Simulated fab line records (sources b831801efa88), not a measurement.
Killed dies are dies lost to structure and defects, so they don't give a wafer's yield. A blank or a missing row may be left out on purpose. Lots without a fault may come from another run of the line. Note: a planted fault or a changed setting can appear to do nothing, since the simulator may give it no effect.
The same fault as seen by 2 desks	flow sky130	each desk has only its own numbers; what lay behind them comes last

## METROLOGY DESK
What the gauges read, lot by lot, whatever tool the lot ran on: means of the sampled wafers that have a number. If a lot's mean is further than 4 standard deviations from the usual mean, the lot is out of limits and carries the mark OUT (the distance appears in the brackets).
Columns: A = LDD_P_TW at SKY_LDD_P_TW_MEAS_11, usual 636; B = CONTACT_HDPCVD_THK at SKY_CONTACT_THK_MEAS_03, usual 567 nm; C = CONTACT_BOW at SKY_CONTACT_BOW_MEAS_05, usual 80 um
lot	first seen here	A	B	C
L406	day 19 05:51	634	565	92
L408	day 21 03:11	632	571	86
L411	day 22 03:53	717 (+19) OUT	565	77
L414	day 22 08:26	716 (+19) OUT	565	78
L413	day 22 09:15	638	568	74
L415	day 23 00:33	709 (+17) OUT	573	83
L421	day 24 16:49	637	564	82
L422	day 25 04:25	641	565	80
L423	day 26 07:06	632	566	75
L424	day 26 17:32	641	564	81
L425	day 26 20:00	632	564	84
L427	day 27 00:10	636	569	82
L428	day 27 17:16	637	570	85
This desk's finding: out of limits on L411, L414, L415; first on L411, day 22 03:53 (LDD_P_TW at SKY_LDD_P_TW_MEAS_11). L406, L408, L413, L421, L422, L423, L424, L425, L427, L428 stayed within limits.

## TOOL OWNER'S DESK, implanter-04
SKY_LDD_P_IMPLANT_09, tool's own readings: per-lot mean of the sampled wafers with a number, covering each lot this tool ran. If a lot's mean is further than 4 standard deviations from the usual mean, the lot is out of limits and carries the mark OUT (the distance appears in the brackets).
Columns: A = dose_ions_cm2 at SKY_LDD_P_IMPLANT_09, usual 9.999e+12; B = faraday_current_uA at SKY_LDD_P_IMPLANT_09, usual 56.4
lot	first seen here	A	B
L406	day 19 05:38	1.001e+13	55.5
L408	day 21 02:56	1.000e+13	57.1
L411	day 22 03:38	1.432e+13 (+99 or more) OUT	80.3 (+20) OUT
L414	day 22 08:11	1.432e+13 (+99 or more) OUT	80.5 (+20) OUT
L415	day 23 00:18	1.434e+13 (+99 or more) OUT	81.7 (+21) OUT
L425	day 26 19:45	1.000e+13	57.7
This desk's finding: out of limits on L411, L414, L415; first on L411, day 22 03:38 (dose_ions_cm2 at SKY_LDD_P_IMPLANT_09). L406, L408, L425 stayed within limits.

## ALL TOGETHER
The tool owner's desk could have raised an alarm at day 22 03:38, on L411, L414, L415.
The metrology desk could have raised an alarm at day 22 03:53, on L411, L414, L415.
SKY_LDD_P_IMPLANT_09 was run on implanter-04 by each of the lots named.

## WHAT THE SIMULATOR HAD PUT IN
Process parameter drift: implanter-04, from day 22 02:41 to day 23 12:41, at SKY_LDD_P_IMPLANT_09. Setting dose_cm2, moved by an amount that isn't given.
Lots struck among those shown: L411, L414, L415.
Fault start to first reading out of limits, in hours, per desk: tool owner, 1; metrology, 1.
